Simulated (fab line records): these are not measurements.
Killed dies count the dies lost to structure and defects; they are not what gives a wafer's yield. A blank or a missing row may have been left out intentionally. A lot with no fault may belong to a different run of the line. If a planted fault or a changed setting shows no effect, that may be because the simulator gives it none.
What tool caused it?    flow sky130    13 lots, 39 wafers sampled, at 4 steps of a route of 708

WHAT THE GAUGES READ, wafer by wafer
SKY_FIELD_ISO_CD_MEAS_13: the cd target is 150 nm. Usual: cd-nm reads 150.2 nm (standard deviation 1.8).
lot   measured     on         cd-nm (nm)         flag
L995  day 2 11:30  cd-sem-02  149.8 149.1 148.8  
L997  day 2 21:14  cd-sem-02  152.8 151.6 152.2  
L999  day 3 10:07  cd-sem-02  153.3 152.7 154.4  
L104  day 4 10:13  cd-sem-01  151.6 152.5 153.6  
L105  day 4 17:49  cd-sem-02  148.1 148.0 148.4  
L106  day 4 20:30  cd-sem-01  147.8 149.5 150.0  
L109  day 5 11:13  cd-sem-02  149.9 150.4 150.8  
L110  day 5 15:49  cd-sem-02  147.5 147.4 146.6  
L112  day 6 01:48  cd-sem-01  149.6 149.9 149.8  
L114  day 6 12:14  cd-sem-02  149.6 149.1 150.2  
L115  day 6 18:45  cd-sem-01  151.6 150.2 149.8  
L116  day 7 00:41  cd-sem-01  153.9 152.6 153.8  
L117  day 7 05:32  cd-sem-02  148.1 149.3 148.5  

SKY_NWELL_OVL_MEAS_10. Usual: for NWELL_00_OVL the level is -0.1 nm and the standard deviation is 1.3.
lot   measured      on          NWELL_00_OVL (nm)  flag
L995  day 5 06:21   overlay-02  0.8 0.7 1.8        
L997  day 5 11:28   overlay-01  -0.9 -1.3 1.2      
L999  day 6 00:58   overlay-02  1.3 1.0 1.5        
L104  day 7 01:46   overlay-01  -0.2 -1.3 0.1      
L105  day 7 08:48   overlay-01  0.0 -1.4 -0.8      
L106  day 7 12:02   overlay-01  -1.1 -0.7 -1.1     
L109  day 8 03:42   overlay-01  0.1 -0.8 -1.1      
L110  day 8 09:56   overlay-01  0.1 -1.8 -0.4      
L112  day 8 22:08   overlay-01  1.1 0.3 1.3        
L114  day 9 13:23   overlay-01  -1.2 -0.2 -1.0     
L115  day 9 18:44   overlay-02  0.7 0.7 1.3        
L116  day 9 23:20   overlay-02  -0.5 -0.4 -0.4     
L117  day 10 04:16  overlay-02  2.8 3.2 2.9        

TOOL THAT RAN EACH LOT (tool first, then ch and the chambers of the sampled wafers, then the start)
lot   SKY_FIELD_ISO_ETCH_17            SKY_PWDE_EXPOSE_04
L995  rie-si-01 ch 0,2, day 2 11:49    iline-stepper-01 ch 0, day 4 04:03
L997  rie-si-01 ch 1,2, day 2 21:31    iline-stepper-01 ch 0, day 4 09:43
L999  rie-si-02 ch 0,1,3, day 3 10:24  iline-stepper-01 ch 0, day 4 21:33
L104  rie-si-01 ch 2,3, day 4 10:29    iline-stepper-02 ch 0, day 5 21:41
L105  rie-si-01 ch 0,1,3, day 4 18:08  iline-stepper-01 ch 0, day 6 05:08
L106  rie-si-02 ch 0,2,3, day 4 20:49  iline-stepper-01 ch 0, day 6 06:03
L109  rie-si-01 ch 1,2,3, day 5 11:31  iline-stepper-01 ch 0, day 6 21:32
L110  rie-si-02 ch 0,1,3, day 5 16:08  iline-stepper-02 ch 0, day 7 02:52
L112  rie-si-01 ch 0,3, day 6 02:06    iline-stepper-02 ch 0, day 7 15:29
L114  rie-si-01 ch 1,2,3, day 6 12:32  iline-stepper-02 ch 0, day 8 06:14
L115  rie-si-02 ch 2,3, day 6 19:03    iline-stepper-01 ch 0, day 8 11:36
L116  rie-si-02 ch 0,2,3, day 7 00:56  iline-stepper-01 ch 0, day 8 16:15
L117  rie-si-02 ch 0,1,3, day 7 05:51  iline-stepper-01 ch 0, day 8 20:43
- SKY_FIELD_ISO_ETCH_17: etches Si in HBr/Cl2/O2, target depth 342 nm, time 97.7 s.
- SKY_PWDE_EXPOSE_04: exposes mask PWDEM, target cd 840 nm.

WHAT THE TOOLS THEMSELVES READ (means of the sampled wafers that have a number; where no wafer has one, the mark that the record gives instead)
SKY_FIELD_ISO_ETCH_17. Usual: drypump-motor-current-A 5.5 A, standard deviation 0.39; oes-product-au 1.003 a.u., standard deviation 0.0095; rf-fwd-power-W 596.7 W, standard deviation 1.8; throttle-valve-pct 25.654 %, standard deviation 0.011.
lot   tool       drypump-motor-current-A (A)  oes-product-au (a.u.)  rf-fwd-power-W (W)  throttle-valve-pct (%)  flag
L995  rie-si-01  5.9                          1.001                  596.6               25.657                  
L997  rie-si-01  5.7                          1.007                  594.7               25.647                  
L999  rie-si-02  5.4                          0.997                  597.5               25.656                  
L104  rie-si-01  6.1                          1.004                  596.5               25.645                  
L105  rie-si-01  5.6                          1.006                  596.4               25.664                  
L106  rie-si-02  5.3                          1.000                  598.6               25.657                  
L109  rie-si-01  5.9                          1.010                  598.1               25.659                  
L110  rie-si-02  5.4                          1.001                  597.4               25.656                  
L112  rie-si-01  5.6                          1.008                  594.8               25.654                  
L114  rie-si-01  5.9                          1.011                  596.1               25.656                  
L115  rie-si-02  5.2                          0.999                  597.4               25.663                  
L116  rie-si-02  5.2                          1.006                  597.7               25.656                  
L117  rie-si-02  5.3                          1.001                  596.6               25.654                  

THE ANSWER, worked out from the rows above alone
Rule: a lot is off if the mean of its wafers that have a number lies more than 3 standard deviations from the usual mean. A lot without any number at a reading at which 4 lots or more have one is off too. Where the step has rows for the other lots, those lots are counted as sound. The gauges are gone through in route order, then the tools' own readings, and for those a lot's mean is taken as printed above. The first step at which some lot is off is used, and at that step the reading that is off furthest; a lot without a number counts as furthest.
None of the lots is off at any reading shown; this tells nothing.

WHAT WAS PUT IN BY THE SIMULATOR
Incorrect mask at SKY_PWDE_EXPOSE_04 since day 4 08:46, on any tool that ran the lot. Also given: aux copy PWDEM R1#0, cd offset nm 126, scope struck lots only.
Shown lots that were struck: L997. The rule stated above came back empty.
